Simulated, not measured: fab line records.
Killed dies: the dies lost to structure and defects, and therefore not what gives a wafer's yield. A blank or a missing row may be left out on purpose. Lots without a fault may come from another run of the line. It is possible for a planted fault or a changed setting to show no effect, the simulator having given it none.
Which of the tools did it? || flow sky130 || 11 lots (31 wafers sampled), 1 step of a 708-step route

WHAT THE GAUGES SHOWED, per wafer
SKY_SONOS_ONO_CD_MEAS_13: the cd target is 410 nm.
{"lot": "L191", "measured": "day 13 01:26", "on": "cd sem-01", "cd nm (nm)": "411.6 410.9 413.2"}
{"lot": "L192", "measured": "day 13 06:04", "on": "cd sem-02", "cd nm (nm)": "411.5 409.2 409.4"}
{"lot": "L194", "measured": "day 13 11:56", "on": "cd sem-02", "cd nm (nm)": "410.7 412.4 412.5"}
{"lot": "L195", "measured": "day 13 18:13", "on": "cd sem-01", "cd nm (nm)": "413.3 412.8 413.3"}
{"lot": "L199", "measured": "day 15 02:46", "on": "cd sem-01", "cd nm (nm)": "409.7 410.5 410.1"}
{"lot": "L200", "measured": "day 15 17:52", "on": "cd sem-01", "cd nm (nm)": "412.3 414.3 413.9"}
{"lot": "L209", "measured": "day 19 00:11", "on": "cd sem-01", "cd nm (nm)": "412.1 411.6 413.7"}
{"lot": "L210", "measured": "day 19 09:31", "on": "cd sem-02", "cd nm (nm)": "409.0 412.8"}
{"lot": "L211", "measured": "day 19 09:32", "on": "cd sem-01", "cd nm (nm)": "406.4 409.4"}
{"lot": "L212", "measured": "day 19 23:26", "on": "cd sem-02", "cd nm (nm)": "414.3 412.5 409.8"}
{"lot": "L214", "measured": "day 20 11:45", "on": "cd sem-01", "cd nm (nm)": "409.9 408.1 408.6"}

WHAT TOOL EACH LOT RAN ON (gives the tool, then ch and the chambers of the sampled wafers, and finally the start)
Record: no process step prior to these readings.

AS READ BY THE TOOLS THEMSELVES (means over the sampled wafers that have a number; for cases with no such wafer, the mark the record gives instead)
The record holds no such reading with a usual standard deviation.

THE ANSWER, worked out from the rows above alone
Rule: what is usual is taken from the lots themselves. Put in order of their means at a reading, lots are off if they are a third of the lots or fewer, leave a main group of 4 or more, and stand apart from it by a gap of 3 or more times the standard deviation of the main group's means; of several such gaps the widest counts. A main group whose means are all the same, to the digits that the tables above print for the reading, isn't used. Also off: a lot with no number at a reading for which 4 or more lots have one. The other lots that the step has rows for count as sound. Order of review: gauges by route order, followed by the tools' own readings, for which a lot's mean as printed above is used. The first step at which some lot is off is used, and at that step the reading that is off furthest; a lot without a number counts as furthest.
Nothing can be told from this: no lot is off at any reading shown.

WHAT THE SIMULATOR PUT IN
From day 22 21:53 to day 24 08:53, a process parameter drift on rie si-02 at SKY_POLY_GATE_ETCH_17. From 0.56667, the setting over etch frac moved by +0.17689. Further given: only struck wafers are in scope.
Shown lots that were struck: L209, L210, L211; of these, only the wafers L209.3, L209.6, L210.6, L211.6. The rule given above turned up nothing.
